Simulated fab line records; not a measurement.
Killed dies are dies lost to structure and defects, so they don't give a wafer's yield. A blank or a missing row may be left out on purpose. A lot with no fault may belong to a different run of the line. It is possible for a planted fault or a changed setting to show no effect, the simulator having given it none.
Which tool did it?	flow sky130	Sampling: 13 lots, 39 wafers, 2 of 708 route steps

== WHAT THE GAUGES READ, wafer by wafer ==
SKY_POLY_GATE_CD_MEAS_13: the cd target is 150 nm.
lot	measured	on	cd_nm (nm)
L317	day 15 22:47	cd_sem-01	150.9 151.4 150.7
L318	day 16 08:17	cd_sem-02	150.9 150.6 151.0
L321	day 17 17:41	cd_sem-02	149.6 151.1 150.1
L322	day 18 02:25	cd_sem-02	150.2 150.3 151.6
L323	day 18 18:05	cd_sem-01	150.2 149.2 148.9
L324	day 18 21:26	cd_sem-02	149.1 149.8 150.1
L325	day 19 07:08	cd_sem-02	150.8 152.1 150.6
L327	day 20 03:44	cd_sem-01	150.8 150.5 149.4
L329	day 21 02:11	cd_sem-01	173.2 173.5 174.5
L337	day 23 18:12	cd_sem-02	150.9 149.7 149.9
L338	day 24 04:38	cd_sem-02	147.9 147.3 148.5
L339	day 24 19:41	cd_sem-02	150.5 150.3 149.7
L340	day 25 11:32	cd_sem-01	150.7 151.7 151.6

== WHAT TOOL EACH LOT RAN ON (gives the tool, then ch and the chambers of the sampled wafers, and finally the start) ==
lot	SKY_POLY_GATE_EXPOSE_10
L317	krf_scanner-02 ch 0, day 15 09:58
L318	krf_scanner-02 ch 0, day 15 18:42
L321	krf_scanner-01 ch 0, day 17 03:22
L322	krf_scanner-02 ch 0, day 17 11:55
L323	krf_scanner-02 ch 0, day 18 02:58
L324	krf_scanner-01 ch 0, day 18 06:05
L325	krf_scanner-02 ch 0, day 18 16:20
L327	krf_scanner-02 ch 0, day 19 11:55
L329	krf_scanner-01 ch 0, day 20 10:41
L337	krf_scanner-01 ch 0, day 23 02:54
L338	krf_scanner-02 ch 0, day 23 13:46
L339	krf_scanner-01 ch 0, day 24 05:22
L340	krf_scanner-01 ch 0, day 24 20:37
- SKY_POLY_GATE_EXPOSE_10: exposes mask P1M, target cd 150 nm.

== AS READ BY THE TOOLS THEMSELVES (means over the sampled wafers that have a number; for cases with no such wafer, the mark the record gives instead) ==
The record holds no such reading with a usual standard deviation.

== THE ANSWER, worked out from the rows above alone ==
Rule: usual is defined by the lots themselves. Put in order of their means at a reading, lots are off if they are a third of the lots or fewer, leave a main group of 4 or more, and stand apart from it by a gap of 3 or more times the standard deviation of the main group's means; of several such gaps the widest counts. A main group is skipped when, at the precision printed for the reading in the tables above, its means are all equal. A lot without any number at a reading at which 4 lots or more have one is off too. Any other lot the step has rows for is counted as sound. The gauges are gone through in route order, then the tools' own readings, and for those a lot's mean is taken as printed above. At the first step where some lot is off, the reading lying furthest off is the one used; lots without a number count as furthest.
Off at SKY_POLY_GATE_CD_MEAS_13 (cd_nm): L329. Mean 150.2 nm and standard deviation 0.9 in the main group.
A tool fits if, at a process step before that reading, it ran every lot that is off, and no sound lot after the first of them. Gauges at SKY_POLY_GATE_CD_MEAS_13: tried the same way as those tools. None of those tried fits.

== WHAT WAS PUT IN BY THE SIMULATOR ==
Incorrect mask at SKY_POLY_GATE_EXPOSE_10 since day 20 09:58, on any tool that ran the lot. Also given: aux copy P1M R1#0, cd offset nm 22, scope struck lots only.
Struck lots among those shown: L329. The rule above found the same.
